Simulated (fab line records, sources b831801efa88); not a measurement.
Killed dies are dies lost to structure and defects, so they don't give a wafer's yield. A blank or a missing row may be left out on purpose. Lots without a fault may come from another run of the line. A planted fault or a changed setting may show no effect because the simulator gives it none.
Which tool did it? | flow sky130 | 13 lots, 39 wafers sampled, at 5 steps of a route of 708

WHAT THE GAUGES READ, wafer by wafer
SKY_VT_ADJUST_NCORE_TW_MEAS_11. Usual: VT_ADJUST_NCORE_TW 218.9, standard deviation 1.7.
lot  | measured     | on            | VT_ADJUST_NCORE_TW | flag
L374 | day 8 10:58  | film_metro-03 | 221.4 221.8 221.0  |
L376 | day 9 05:17  | film_metro-02 | 218.1 217.0 218.4  |
L377 | day 9 10:44  | film_metro-03 | 218.7 219.0 218.3  |
L383 | day 11 18:00 | film_metro-03 | 220.2 219.6 219.3  |
L384 | day 12 06:04 | film_metro-02 | 217.1 217.1 218.1  |
L386 | day 12 07:49 | film_metro-01 | 189.2 189.3 188.8  | OFF
L388 | day 13 01:49 | film_metro-01 | 220.4 219.8 220.3  |
L387 | day 13 05:19 | film_metro-03 | 187.7 186.6 187.8  | OFF
L390 | day 13 18:12 | film_metro-02 | 216.4 216.8 216.4  |
L392 | day 14 02:33 | film_metro-03 | 217.7 219.3 218.5  |
L393 | day 14 05:06 | film_metro-03 | 219.4 219.8 218.8  |
L396 | day 15 05:18 | film_metro-03 | 221.1 220.4 219.9  |
L397 | day 15 05:36 | film_metro-02 | 217.1 217.8 216.3  |

SKY_LDD_HVP_TW_MEAS_10. Usual: LDD_HVP_TW 456, standard deviation 3.9.
lot  | measured     | on            | LDD_HVP_TW  | flag
L374 | day 21 08:18 | film_metro-04 | 456 456 455 |
L376 | day 22 09:07 | film_metro-04 | 458 457 459 |
L377 | day 22 14:08 | film_metro-04 | 457 458 456 |
L383 | day 25 19:54 | film_metro-03 | 458 458 459 |
L384 | day 26 04:50 | film_metro-04 | 456 454 454 |
L386 | day 26 07:11 | film_metro-03 | 458 458 459 |
L388 | day 26 23:37 | film_metro-04 | 451 454 455 |
L387 | day 27 06:10 | film_metro-04 | 456 457 455 |
L390 | day 27 19:10 | film_metro-02 | 452 451 451 |
L392 | day 28 06:56 | film_metro-04 | 457 458 456 |
L393 | day 28 08:56 | film_metro-02 | 453 454 451 |
L396 | day 29 09:02 | film_metro-03 | 466 463 461 |
L397 | day 29 11:41 | film_metro-03 | 463 460 462 |

SKY_LDD_LDN_TW_MEAS_13. Usual: LDD_LDN_TW 1474, standard deviation 12.
lot  | measured     | on            | LDD_LDN_TW     | flag
L374 | day 22 14:56 | film_metro-03 | 1494 1493 1493 |
L376 | day 23 15:40 | film_metro-02 | 1466 1461 1464 |
L377 | day 23 20:19 | film_metro-02 | 1474 1458 1467 |
L383 | day 27 01:46 | film_metro-02 | 1472 1460 1469 |
L384 | day 27 10:17 | film_metro-01 | 1475 1474 1468 |
L386 | day 27 12:52 | film_metro-02 | 1464 1469 1464 |
L388 | day 28 04:52 | film_metro-02 | 1475 1474 1470 |
L387 | day 28 11:10 | film_metro-01 | 1478 1476 1480 |
L390 | day 29 00:41 | film_metro-01 | 1491 1481 1471 |
L392 | day 29 10:58 | film_metro-02 | 1468 1462 1471 |
L393 | day 29 12:29 | film_metro-01 | 1487 1486 1485 |
L396 | day 30 13:39 | film_metro-02 | 1469 1471 1459 |
L397 | day 30 16:08 | film_metro-02 | 1469 1467 1466 |

SKY_SD_P_CD_MEAS_07: target cd 380 nm. Usual: cd_nm 379.9 nm, standard deviation 2.7.
lot  | measured     | on        | cd_nm (nm)        | flag
L374 | day 25 03:28 | cd_sem-02 | 378.6 380.1 379.3 |
L376 | day 26 04:36 | cd_sem-01 | 379.0 378.1 379.2 |
L377 | day 26 08:54 | cd_sem-01 | 379.1 379.8 377.9 |
L383 | day 29 11:10 | cd_sem-02 | 382.1 382.4 380.4 |
L384 | day 29 19:58 | cd_sem-02 | 375.7 376.0 375.0 |
L386 | day 29 23:48 | cd_sem-01 | 381.8 383.8 384.4 |
L388 | day 30 13:26 | cd_sem-01 | 377.8 378.2 381.9 |
L387 | day 30 19:55 | cd_sem-01 | 380.1 380.5 381.2 |
L390 | day 31 10:00 | cd_sem-01 | 379.6 377.5 377.8 |
L392 | day 31 20:07 | cd_sem-01 | 381.7 382.4 381.2 |
L393 | day 31 22:49 | cd_sem-02 | 379.3 379.8 379.8 |
L396 | day 32 21:53 | cd_sem-02 | 380.8 381.1 380.1 |
L397 | day 33 00:38 | cd_sem-01 | 383.0 382.0 381.6 |

WHICH TOOL RAN EACH LOT (tool, then ch and the chambers of the sampled wafers, then the start)
lot  | SKY_VT_ADJUST_NCORE_IMPLANT_09
L374 | implanter-01 ch 0, day 8 10:44
L376 | implanter-02 ch 0, day 9 05:02
L377 | implanter-03 ch 0, day 9 10:29
L383 | implanter-02 ch 0, day 11 17:48
L384 | implanter-02 ch 0, day 12 05:50
L386 | implanter-01 ch 0, day 12 07:34
L388 | implanter-02 ch 0, day 13 01:36
L387 | implanter-01 ch 0, day 13 05:04
L390 | implanter-02 ch 0, day 13 17:57
L392 | implanter-03 ch 0, day 14 02:21
L393 | implanter-02 ch 0, day 14 04:52
L396 | implanter-03 ch 0, day 15 05:03
L397 | implanter-02 ch 0, day 15 05:21
- SKY_VT_ADJUST_NCORE_IMPLANT_09

WHAT THE TOOLS THEMSELVES READ (means of the sampled wafers that have a number; where no wafer has one, the mark that the record gives instead)
SKY_VT_ADJUST_NCORE_IMPLANT_09. Usual: dose_ions_cm2 2.3996e+12, standard deviation 2.4e+09; end_station_pressure_torr 4.97e-06 Torr, standard deviation 2.9e-07; faraday_current_uA 13.56, standard deviation 0.27.
lot  | tool         | dose_ions_cm2 | end_station_pressure_torr (Torr) | faraday_current_uA | flag
L374 | implanter-01 | 2.3991e+12    | 5.14e-06                         | 13.61              |
L376 | implanter-02 | 2.4010e+12    | 5.18e-06                         | 13.49              |
L377 | implanter-03 | 2.3965e+12    | 5.17e-06                         | 13.53              |
L383 | implanter-02 | 2.3993e+12    | 5.02e-06                         | 13.40              |
L384 | implanter-02 | 2.4001e+12    | 4.99e-06                         | 13.53              |
L386 | implanter-01 | 1.3854e+12    | 5.23e-06                         | 7.83               | OFF
L388 | implanter-02 | 2.4004e+12    | 5.12e-06                         | 13.33              |
L387 | implanter-01 | 1.3823e+12    | 4.96e-06                         | 7.88               | OFF
L390 | implanter-02 | 2.4000e+12    | 5.13e-06                         | 13.75              |
L392 | implanter-03 | 2.3986e+12    | 4.75e-06                         | 13.44              |
L393 | implanter-02 | 2.4015e+12    | 4.90e-06                         | 13.77              |
L396 | implanter-03 | 2.4000e+12    | 4.89e-06                         | 13.62              |
L397 | implanter-02 | 2.3991e+12    | 5.13e-06                         | 13.37              |

THE ANSWER, worked out from the rows above alone
Rule: a lot is off if the mean of its wafers that have a number lies more than 3 standard deviations from the usual mean. A lot without any number at a reading at which 4 lots or more have one is off too. The other lots that the step has rows for count as sound. The gauges are gone through in route order, then the tools' own readings, and for those a lot's mean is taken as printed above. The first step at which some lot is off is used, and at that step the reading that is off furthest; a lot without a number counts as furthest.
Off: L386, L387, at SKY_VT_ADJUST_NCORE_TW_MEAS_11 (VT_ADJUST_NCORE_TW).
A tool fits if, at a process step before that reading, it ran every lot that is off, and no sound lot after the first of them. The gauges at SKY_VT_ADJUST_NCORE_TW_MEAS_11 aren't tried: what is off there is off at SKY_VT_ADJUST_NCORE_IMPLANT_09 too, on other tools, and a gauge's error can't cause that. One fits: implanter-01 at SKY_VT_ADJUST_NCORE_IMPLANT_09. Its last sound lot is L374 (day 8 10:44), its first lot that is off L386 (day 12 07:34): a fault that began between those two fits.
The tool's own readings at SKY_VT_ADJUST_NCORE_IMPLANT_09 bear it out: on the lots that are off they differ by more than 5 times the standard deviation of the sound lots' means. dose_ions_cm2 reads 1.3838e+12 there against 2.3996e+12 on the sound lots; faraday_current_uA reads 7.86 there against 13.53 on the sound lots.

WHAT THE SIMULATOR HAD PUT IN
Process parameter drift: implanter-01, from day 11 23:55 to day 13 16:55, at SKY_VT_ADJUST_NCORE_IMPLANT_09. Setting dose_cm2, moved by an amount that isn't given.
Lots struck among those shown: L386, L387. The rule above found the same.
